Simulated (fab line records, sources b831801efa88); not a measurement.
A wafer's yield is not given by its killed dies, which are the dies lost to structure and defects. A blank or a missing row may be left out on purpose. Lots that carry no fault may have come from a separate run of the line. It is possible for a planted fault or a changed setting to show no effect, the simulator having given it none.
Problem report, 8D (eight disciplines) form, completed by code | flow sky130 | the parts of the form that need people (team, actions taken, sign-off) are left out

1. WHAT WENT WRONG
Wafers without a fault read 6.58 s with a standard deviation of 0.097, while stripTimeToEndpointS at SKY_METAL3_STRIP_19 averages 7.42 s across 2 wafers of 1 lot. That is +8.7 standard deviations from the usual mean.
The step: strips in O2/N2.
First seen on wafer L542.1, day 44 10:43, on plasmaAsher-02. The record has a number at this step for 39 wafers belonging to 13 lots. Rule for "out" (also "out of limits"): further than 4 standard deviations from the usual mean. The other wafers with a number count as sound.

2. WHAT THIS IS AND IS NOT
question                    | is                                 | is not
which readings at this step | stripTimeToEndpointS, oesProductAu | drypumpMotorCurrentA
which lots                  | L542                               | L526, L528, L529, L530, L532, L533, L534, L537, L538, L544, L545, L547
which wafers of those lots  | L542.1, L542.6                     | L542.5
read on which tools         | plasmaAsher-02                     | plasmaAsher-01, plasmaAsher-03
when                        | from day 44 10:43                  | up to then (28 sound wafers); but 9 sound wafers of L544, L545, L547 came after

3. THE SUSPECTS, EACH WITH WHAT RULES IT OUT
Counting: if a tool at a process step up to the reading ran every lot that is out, it stays a suspect. Sound lots after the first of them don't rule it out here, since some wafers of a struck lot are sound.
- rieMetal-01 at SKY_METAL3_METAL_ETCH_18 (etches the open film in Cl2/BCl3, stops on SiO2, target depth 845 nm, time 183.1 s): kept. It ran the lot that is out, L542 (day 44 10:32); its last sound lot up to then is L538 (day 43 13:28).
- plasmaAsher-02 at SKY_METAL3_STRIP_19 (strips in O2/N2): kept. It ran the lot that is out, L542 (day 44 10:43); its last sound lot up to then is L532 (day 42 04:16). On those wafers its own readings are out: oesProductAu, stripTimeToEndpointS.
- The sound lot-mates ran in chamber 0 of rieMetal-01 at SKY_METAL3_METAL_ETCH_18, but the wafers that are out ran in chamber 1.
- The sound lot-mates ran in chamber 0 of plasmaAsher-02 at SKY_METAL3_STRIP_19, but the wafers that are out ran in chamber 1.
After counting, rieMetal-01 at SKY_METAL3_METAL_ETCH_18 and plasmaAsher-02 at SKY_METAL3_STRIP_19 remain.

4. THE CAUSE (what the simulator had put in)
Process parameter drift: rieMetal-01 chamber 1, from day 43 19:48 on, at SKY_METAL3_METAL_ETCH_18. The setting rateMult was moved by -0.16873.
2 suspects survive the count, and this tool is in that group.

5. SEQUENCE OF EFFECTS, ordered by route
Each row: a reading whose mean over the struck wafers that have a number lies more than 3 standard deviations from the usual. Only readings whose record carries a usual standard deviation are examined. hours: median over the lots of the time between each lot's start at the first step of this table that gives one and its start at this step. sigmas: the change, counted in usual standard deviations.
hours | step                | reading              | usual      | on struck wafers | change | sigmas
0     | SKY_METAL3_STRIP_19 | oesProductAu         | 0.504 a.u. | 0.541            | +0.037 | +5.7
0     | SKY_METAL3_STRIP_19 | stripTimeToEndpointS | 6.58 s     | 7.42             | +0.84  | +8.7
Its process steps:
- SKY_METAL3_STRIP_19: strips in O2/N2.
Later measuring or inspecting steps at which every struck wafer that the step has a row for has a number for every such reading, and none has moved that far: SKY_VIA3_CD_MEAS_12.

6. HOW IT WOULD HAVE BEEN CAUGHT EARLIER
In this record no reading fell out of limits until day 44 10:43, 15 hours after the fault had begun at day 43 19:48.
No tool reading at SKY_METAL3_METAL_ETCH_18 that has a usual standard deviation in the record was out on any struck wafer, so an alarm limit of 4 standard deviations on those readings would not have fired.
Each of the lots that are out, 1 in all, had begun SKY_METAL3_METAL_ETCH_18 on rieMetal-01 no later than day 44 10:43. A hold on the tool at that time would have spared none of them.
